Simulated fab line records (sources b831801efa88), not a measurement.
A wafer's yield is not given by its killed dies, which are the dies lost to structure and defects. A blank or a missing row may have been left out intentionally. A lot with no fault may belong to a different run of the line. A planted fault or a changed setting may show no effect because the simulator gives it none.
fab line records	flow sky130
record: lots: 6	wafers: 18	last_day: 50
route steps=708 shown VT_ADJUST_LVTN@111 VT_ADJUST_NCORE@119 PAD_OPEN@708
lots untouched by any fault: they come from a run of this same line in which no faults occurred
start_h: hours from the record's opening day to when the first of the lot's shown wafers began	wait_h: hours elapsed since this lot's preceding step	" the same as in the row above	L1.1+2: several wafers, shown together as one row	- no value, or no start was given	* or withheld: withheld	< > ~ a bound
route shown NAME@n: a module of which the file shows steps, and the number in the route of the first	usual: mean/standard deviation taken from wafers without a fault	same: alike in all rows	chamber/n: place in a boat	sites: the reading at each site	_std_site: how widely they spread, as a standard deviation	_edge_site: the outer-site mean with the inner-site mean subtracted	radius_mm: how far each site lies from the wafer's centre	mask NAME#n: copy n	behind: tool/chamber where the wafer was last shaped	hold: reason for holding the lot/hours on hold/outcome of the hold	device: names the non-switching transistor (n, p or np)	end of line: the route-end tests of the same wafers	step lacking rows: just its recipe	killed: the dies lost at the first sort to structure and to defects; this is not the yield of the wafer	map: dies across one wafer; x = killed, . = not, _ = none there
set.NAME: the run value of the setting; set.NAME@STEP: its run value at that earlier step	model.NAME: the simulator's own value behind a step, which no gauge read
lots at some steps of the route; a table a step, a row a wafer
services: a tool's chamber out of use, with start hour (start_h, from the record's first day; less than 0 if before it), hours out, and reason
== steps ==
step: SKY_VT_ADJUST_LVTN_SOFTBAKE_14
recipe: temp_c: 90	time_s: 60	resist: NOVOLAK
step: SKY_VT_ADJUST_LVTN_EXPOSE_15
recipe: mask_id: HVN_STD_DERIVED	na: 0.6	source_shape: conventional	sigma_outer: 0.6	polarization: unpolarized	target_cd_nm: 600	dose_mj: 163
step: SKY_VT_ADJUST_LVTN_PEB_16
recipe: temp_c: withheld	time_s: *	resist: NOVOLAK
step: SKY_VT_ADJUST_LVTN_DEVELOP_17
recipe: resist: NOVOLAK	developer: TMAH	develop_time_s: 60	dev_temp_c: 23
step: SKY_VT_ADJUST_LVTN_OVL_MEAS_18
usual: VT_ADJUST_LVTN_01_OVL: 0.5/1.4
lot.wafer	tool	chamber	start_h	wait_h	VT_ADJUST_LVTN_01_OVL[nm]
L734.2	overlay-01	-	161.42	0.1	1.4
L734.4	"	-	"	"	0.5
L734.6	"	-	"	"	2.0
L736.3	overlay-01	-	174.22	0.1	0.2
L736.4	"	-	"	"	1.8
L736.5	"	-	"	"	0.9
L745.2	overlay-01	-	245.02	0.1	1.4
L745.3	"	-	"	"	-0.2
L745.4	"	-	"	"	-0.7
L747.2	overlay-02	-	254.61	0.1	-1.6
L747.5	"	-	"	"	-2.6
L747.6	"	-	"	"	-1.2
L748.1	overlay-01	-	262.71	0.1	-0.7
L748.4	"	-	"	"	-0.6
L748.5	"	-	"	"	-0.2
L756.1	overlay-01	-	310.77	0.1	2.8
L756.2	"	-	"	"	1.3
L756.6	"	-	"	"	2.4
step: SKY_VT_ADJUST_LVTN_IMPLANT_19
recipe: species: B	energy_kev: 29.83	dose_cm2: 6.5e+11	tilt_deg: withheld
step: SKY_VT_ADJUST_LVTN_STRIP_20
recipe: chemistry: O2/N2	power_w: 1400	pressure_mtorr: 1500	platen_temp_c: withheld	o2_flow_sccm: 3000	n2_flow_sccm: 300	overash_fraction: 0.5
usual: drypump_motor_current_A: 5.5/0.36	oes_product_au: 0.716/0.004	strip_time_to_endpoint_s: 14.17/0.042
lot.wafer	tool	chamber	start_h	wait_h	drypump_motor_current_A	oes_product_au	rf_hours_counter_h	strip_time_to_endpoint_s
L734.2	plasma_asher-02	0	161.60	0.1	5.8	0.720	50	14.18
L734.4	"	1	"	"	5.8	0.720	-	14.20
L734.6	"	1	"	"	5.7	0.715	-	14.21
L736.3	plasma_asher-02	1	174.43	0.1	5.8	0.709	-	14.09
L736.4	"	0	"	"	5.8	0.714	-	14.11
L736.5	"	1	"	"	5.8	0.709	-	14.13
L745.2	plasma_asher-01	0	245.20	0.1	4.9	0.713	10	14.04
L745.3	"	0	"	"	4.9	0.715	-	14.11
L745.4	"	1	"	"	5.4	0.714	-	14.12
L747.2	plasma_asher-01	1	254.79	0.1	5.4	0.720	11	14.15
L747.5	"	1	"	"	5.4	0.718	-	14.13
L747.6	"	0	"	"	4.9	0.718	-	14.13
L748.1	plasma_asher-01	1	262.90	0.1	5.4	0.718	12	14.18
L748.4	"	1	"	"	5.4	0.711	-	14.18
L748.5	"	0	"	"	5.0	0.716	-	14.17
L756.1	plasma_asher-04	1	310.95	0.1	5.6	0.716	58	14.16
L756.2	"	0	"	"	6.0	0.722	58	14.10
L756.6	"	1	"	"	5.5	0.716	-	14.15
step: SKY_VT_ADJUST_LVTN_TW_MEAS_21
usual: VT_ADJUST_LVTN_2_TW: 188.7/1.5
lot.wafer	tool	chamber	start_h	wait_h	VT_ADJUST_LVTN_2_TW
L734.2	film_metro-02	-	161.71	0.1	191.1
L734.4	"	-	"	"	189.9
L734.6	"	-	"	"	190.5
L736.3	film_metro-04	-	174.52	0.1	190.5
L736.4	"	-	"	"	189.9
L736.5	"	-	"	"	189.9
L745.2	film_metro-02	-	245.31	0.1	191.8
L745.3	"	-	"	"	190.8
L745.4	"	-	"	"	190.6
L747.2	film_metro-03	-	254.90	0.1	187.4
L747.5	"	-	"	"	187.6
L747.6	"	-	"	"	187.0
L748.1	film_metro-04	-	263.00	0.1	190.0
L748.4	"	-	"	"	188.4
L748.5	"	-	"	"	190.1
L756.1	film_metro-04	-	311.05	0.1	189.2
L756.2	"	-	"	"	189.2
L756.6	"	-	"	"	189.4
step: SKY_VT_ADJUST_NCORE_DEHYDRATE_00
recipe: temp_c: 200	time_s: 60
step: SKY_VT_ADJUST_NCORE_HMDS_01
recipe: prime_time_s: 60	prime_temp_c: 120
step: SKY_VT_ADJUST_NCORE_COAT_02
recipe: resist: NOVOLAK	spin_rpm: 3000	resist_thk_nm: 1140
step: SKY_VT_ADJUST_NCORE_SOFTBAKE_03
recipe: temp_c: 90	time_s: 60	resist: NOVOLAK
step: SKY_VT_ADJUST_NCORE_EXPOSE_04
recipe: mask_id: LVTN_COMPLEMENT_THIN	na: 0.6	source_shape: conventional	sigma_outer: 0.6	polarization: unpolarized	target_cd_nm: 380	dose_mj: 139
usual: reticle_temp_C: 23.02/0.097
lot.wafer	tool	chamber	start_h	wait_h	mask	reticle_temp_C
L734.2	iline_stepper-01	0	172.22	-	LVTN_COMPLEMENT_THIN#0	22.97
L734.4	"	0	"	"	LVTN_COMPLEMENT_THIN#0	23.02
L734.6	"	0	"	"	LVTN_COMPLEMENT_THIN#0	22.88
L736.3	iline_stepper-02	0	184.67	-	LVTN_COMPLEMENT_THIN#0	22.94
L736.4	"	0	"	"	LVTN_COMPLEMENT_THIN#0	22.84
L736.5	"	0	"	"	LVTN_COMPLEMENT_THIN#0	23.10
L745.2	iline_stepper-01	0	257.30	-	LVTN_COMPLEMENT_THIN#0	23.06
L745.3	"	0	"	"	LVTN_COMPLEMENT_THIN#0	23.19
L745.4	"	0	"	"	LVTN_COMPLEMENT_THIN#0	23.15
L747.2	iline_stepper-01	0	267.19	-	LVTN_COMPLEMENT_THIN#0	23.00
L747.5	"	0	"	"	LVTN_COMPLEMENT_THIN#0	22.98
L747.6	"	0	"	"	LVTN_COMPLEMENT_THIN#0	23.00
L748.1	iline_stepper-01	0	275.70	-	LVTN_COMPLEMENT_THIN#0	23.17
L748.4	"	0	"	"	LVTN_COMPLEMENT_THIN#0	23.20
L748.5	"	0	"	"	LVTN_COMPLEMENT_THIN#0	23.15
L756.1	iline_stepper-02	0	324.00	-	LVTN_COMPLEMENT_THIN#0	22.97
L756.2	"	0	"	"	LVTN_COMPLEMENT_THIN#0	23.06
L756.6	"	0	"	"	LVTN_COMPLEMENT_THIN#0	23.02
step: SKY_VT_ADJUST_NCORE_PEB_05
recipe: temp_c: withheld	time_s: *	resist: NOVOLAK
step: SKY_VT_ADJUST_NCORE_DEVELOP_06
recipe: resist: NOVOLAK	developer: TMAH	develop_time_s: 60	dev_temp_c: 23
step: SKY_VT_ADJUST_NCORE_CD_MEAS_07
recipe: target_cd_nm: 380
usual: cd_nm: 380.1/2.8
lot.wafer	tool	chamber	start_h	wait_h	cd_nm
L734.2	cd_sem-01	-	182.34	0.1	385.6
L734.4	"	-	"	"	385.2
L734.6	"	-	"	"	381.9
L736.3	cd_sem-01	-	195.51	0.1	379.5
L736.4	"	-	"	"	380.1
L736.5	"	-	"	"	381.0
L745.2	cd_sem-02	-	268.92	0.1	374.5
L745.3	"	-	"	"	374.3
L745.4	"	-	"	"	373.8
L747.2	cd_sem-01	-	279.17	0.1	356.6
L747.5	"	-	"	"	381.3
L747.6	"	-	"	"	380.6
L748.1	cd_sem-01	-	288.27	0.1	358.0
L748.4	"	-	"	"	358.2
L748.5	"	-	"	"	384.5
L756.1	cd_sem-01	-	336.52	0.1	382.2
L756.2	"	-	"	"	381.5
L756.6	"	-	"	"	381.1
step: SKY_VT_ADJUST_NCORE_OVL_MEAS_08
usual: VT_ADJUST_NCORE_OVL: 0.3/1.4
lot.wafer	tool	chamber	start_h	wait_h	VT_ADJUST_NCORE_OVL[nm]
L734.2	overlay-01	-	182.45	0.1	0.3
L734.4	"	-	"	"	-0.3
L734.6	"	-	"	"	0.2
L736.3	overlay-01	-	195.60	0.1	-3.5
L736.4	"	-	"	"	-2.5
L736.5	"	-	"	"	-1.7
L745.2	overlay-01	-	269.03	0.1	2.5
L745.3	"	-	"	"	0.7
L745.4	"	-	"	"	0.5
L747.2	overlay-01	-	279.28	0.1	0.6
L747.5	"	-	"	"	1.4
L747.6	"	-	"	"	0.8
L748.1	overlay-01	-	288.39	0.1	-1.0
L748.4	"	-	"	"	1.0
L748.5	"	-	"	"	-2.5
L756.1	overlay-01	-	336.64	0.1	0.3
L756.2	"	-	"	"	1.4
L756.6	"	-	"	"	-0.6
step: SKY_PAD_OPEN_PROBE_99
usual: killed_at_M0_to_M3: 44/6.5	killed_at_M4_up: 3.0/1.5	killed_at_contacts: 25/5.1	killed_at_front_end: 14/4.1	killed_at_other: 0.3/0.57	killed_dies: 87/9.5	killed_open: 48/6.8	killed_short: 39/6.2
same: gross_dies: 492	killed_at_back_side: 0
lot.wafer	tool	chamber	start_h	wait_h	killed_at_M0_to_M3	killed_at_M4_up	killed_at_contacts	killed_at_front_end	killed_at_other	killed_dies	killed_open	killed_short
L734.2	prober-02	-	1076.20	0.1	51	3	12	28	0	94	55	38
L734.4	prober-02	-	1076.30	0.2	44	1	18	12	0	75	40	34
L734.6	prober-02	-	1076.40	0.2	44	4	18	12	0	78	43	35
L736.3	prober-01	-	1097.25	0.2	38	3	20	13	0	74	47	26
L736.4	prober-01	-	1097.30	0.2	46	4	23	15	1	89	49	39
L736.5	prober-01	-	1097.35	0.2	51	2	26	12	0	91	50	41
L745.2	prober-01	-	1148.05	0.1	53	5	21	15	1	95	46	47
L745.3	prober-01	-	1148.10	0.2	49	2	29	15	0	95	61	33
L745.4	prober-01	-	1148.15	0.2	40	3	30	18	0	91	44	47
L747.2	prober-02	-	1159.29	0.1	41	0	16	14	0	71	45	26
L747.5	prober-02	-	1159.44	0.2	44	2	26	16	0	88	54	34
L747.6	prober-02	-	1159.49	0.2	46	3	20	21	0	90	47	43
L748.1	prober-02	-	1164.76	0.1	44	4	15	16	0	79	45	34
L748.4	prober-02	-	1164.91	0.2	48	3	32	19	0	102	49	53
L748.5	prober-02	-	1164.96	0.2	57	4	34	12	0	107	61	46
L756.1	prober-01	-	1195.67	0.1	54	3	23	17	1	98	54	44
L756.2	prober-01	-	1195.72	0.1	44	2	22	13	1	82	55	27
L756.6	prober-01	-	1195.92	0.2	45	4	33	15	0	97	54	43
killed by level:class
L734.2 VIA1:geometric_particle:open=13 FIELD_ISO:geometric_particle:open=7 CONTACT:geometric_particle:open=7 FIELD_ISO:geometric_particle:short=6 VIA2:geometric_particle:open=6 METAL1:geometric_particle:short=5 VIA3:geometric_particle:short=5 VIA3:geometric_particle:open=5
L734.4 VIA2:geometric_particle:open=11 LI_CONTACT:geometric_particle:open=6 METAL2:geometric_particle:short=6 VIA1:geometric_particle:open=6 POLY_GATE:geometric_particle:short=5 CONTACT:geometric_particle:open=5 VIA1:geometric_particle:short=5 CONTACT:geometric_particle:short=4
L734.6 VIA1:geometric_particle:open=10 CONTACT:geometric_particle:open=10 FIELD_ISO:geometric_particle:short=6 VIA3:geometric_particle:open=6 VIA3:geometric_particle:short=6 VIA1:geometric_particle:short=4 VIA2:geometric_particle:open=4 METAL3:geometric_particle:short=4
L736.3 VIA1:geometric_particle:open=8 VIA2:geometric_particle:open=8 FIELD_ISO:geometric_particle:open=6 LI_CONTACT:geometric_particle:open=6 CONTACT:geometric_particle:open=6 VIA3:geometric_particle:open=6 METAL1:geometric_particle:short=4 VIA1:geometric_particle:short=4
L736.4 VIA1:geometric_particle:open=11 LI_CONTACT:geometric_particle:open=10 CONTACT:geometric_particle:open=7 VIA2:geometric_particle:open=7 POLY_GATE:geometric_particle:short=6 VIA3:geometric_particle:open=6 METAL3:geometric_particle:short=5 VIA3:geometric_particle:short=5
L736.5 VIA3:geometric_particle:open=12 VIA1:geometric_particle:open=11 CONTACT:geometric_particle:open=10 METAL1:geometric_particle:short=8 METAL2:geometric_particle:short=7 CONTACT:geometric_particle:short=6 VIA2:geometric_particle:open=6 FIELD_ISO:geometric_particle:short=4
L745.2 VIA1:geometric_particle:open=9 LI_CONTACT:geometric_particle:open=8 CONTACT:geometric_particle:open=7 METAL2:geometric_particle:short=7 VIA3:geometric_particle:open=7 FIELD_ISO:geometric_particle:short=5 METAL1:geometric_particle:short=5 VIA1:geometric_particle:short=5
L745.3 VIA1:geometric_particle:open=15 CONTACT:geometric_particle:open=14 METAL1:geometric_particle:short=8 VIA3:geometric_particle:open=8 VIA2:geometric_particle:open=7 FIELD_ISO:geometric_particle:short=6 LI_CONTACT:geometric_particle:open=5 FIELD_ISO:geometric_particle:open=4
L745.4 CONTACT:geometric_particle:open=13 VIA1:geometric_particle:open=7 METAL1:geometric_particle:short=5 CONTACT:geometric_particle:short=5 FIELD_ISO:geometric_particle:open=4 POLY_GATE:geometric_particle:short=4 LI_CONTACT:geometric_particle:short=4 LOCAL_INTERCONNECT:geometric_particle:short=4
L747.2 VIA1:geometric_particle:open=11 VIA3:geometric_particle:open=8 CONTACT:geometric_particle:open=7 LI_CONTACT:geometric_particle:open=6 METAL2:geometric_particle:short=4 FIELD_ISO:geometric_particle:open=3 POLY_GATE:geometric_particle:short=3 POLY_GATE:geometric_particle:open=3
L747.5 CONTACT:geometric_particle:open=13 VIA1:geometric_particle:open=13 FIELD_ISO:geometric_particle:open=7 METAL3:geometric_particle:short=6 VIA1:geometric_particle:short=5 LI_CONTACT:geometric_particle:open=4 LOCAL_INTERCONNECT:geometric_particle:short=4 METAL1:geometric_particle:short=3
L747.6 CONTACT:geometric_particle:open=10 METAL1:geometric_particle:short=9 VIA3:geometric_particle:open=7 VIA2:geometric_particle:open=7 VIA1:geometric_particle:open=7 FIELD_ISO:geometric_particle:short=6 POLY_GATE:geometric_particle:short=6 METAL2:geometric_particle:short=6
L748.1 VIA1:geometric_particle:open=13 FIELD_ISO:geometric_particle:open=7 VIA2:geometric_particle:open=7 CONTACT:geometric_particle:open=7 VIA2:geometric_particle:short=7 FIELD_ISO:geometric_particle:short=6 CONTACT:geometric_particle:short=4 METAL1:geometric_particle:short=4
L748.4 CONTACT:geometric_particle:open=9 LI_CONTACT:geometric_particle:open=8 VIA1:geometric_particle:open=8 METAL2:geometric_particle:short=7 POLY_GATE:geometric_particle:open=6 POLY_GATE:geometric_particle:short=6 CONTACT:geometric_particle:short=6 METAL1:geometric_particle:short=5
L748.5 CONTACT:geometric_particle:open=19 METAL2:geometric_particle:short=13 VIA1:geometric_particle:open=12 VIA2:geometric_particle:open=9 LI_CONTACT:geometric_particle:open=7 VIA1:geometric_particle:short=5 VIA2:geometric_particle:short=5 FIELD_ISO:geometric_particle:short=4
L756.1 VIA1:geometric_particle:open=17 VIA1:geometric_particle:short=10 LI_CONTACT:geometric_particle:open=9 CONTACT:geometric_particle:open=7 METAL1:geometric_particle:short=7 VIA2:geometric_particle:open=5 VIA3:geometric_particle:open=5 METAL2:geometric_particle:short=4
L756.2 VIA1:geometric_particle:open=16 CONTACT:geometric_particle:open=10 VIA2:geometric_particle:open=8 POLY_GATE:geometric_particle:open=5 LI_CONTACT:geometric_particle:open=5 METAL1:geometric_particle:short=5 VIA1:geometric_particle:short=5 LOCAL_INTERCONNECT:geometric_particle:short=4
L756.6 VIA1:geometric_particle:open=18 CONTACT:geometric_particle:open=10 LOCAL_INTERCONNECT:geometric_particle:short=8 CONTACT:geometric_particle:short=6 METAL2:geometric_particle:short=6 VIA1:geometric_particle:short=5 POLY_GATE:geometric_particle:open=4 LI_CONTACT:geometric_particle:open=4
== services ==
tool	chamber	start_h	hours	kind
plasma_asher-02	-	141.83	1.6	repair
iline_stepper-01	-	151.44	4.3	pm
iline_stepper-02	-	155.77	1.7	pm
plasma_asher-01	-	172.23	3.5	repair
plasma_asher-01	-	202.07	3.4	repair
plasma_asher-04	-	221.36	5.4	repair
plasma_asher-01	-	229.66	2.8	pm
iline_stepper-01	-	235.34	1.7	pm
plasma_asher-04	-	244.13	2.8	pm
plasma_asher-04	-	246.92	1.7	repair
iline_stepper-02	-	247.65	1.5	repair
plasma_asher-04	-	255.54	11.1	repair
plasma_asher-04	-	292.17	8.3	repair
iline_stepper-01	0	292.80	-	calibration
iline_stepper-02	0	293.65	-	calibration
iline_stepper-01	-	323.88	2.1	pm
== key ==
first_sign: step: SKY_VT_ADJUST_NCORE_CD_MEAS_07	reading: cd_nm	direction: down	sigmas: 8	usual: 380.1	struck: 357.6
effect none on later readings
met_at SKY_VT_ADJUST_NCORE_EXPOSE_04
struck_wafers L747.2,L748.1,L748.4
tester_left_out L747,L748
onset_between 257.30 267.19
fault: kind: process_parameter_drift	tool: iline_stepper-01	chamber: -	onset_h: 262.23	steps: SKY_VT_ADJUST_NCORE_EXPOSE_04	channel: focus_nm	offset: 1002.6	shape: step	end_h: 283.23	scope: struck_wafers_only
tester_left_out: of these lots the tester's yield and bins aren't shown, on N5 and GAA mostly nor the transistor test; their killed dies are dies lost to structure and defects alone, not to doping, threshold or leakage, so they don't give the yield
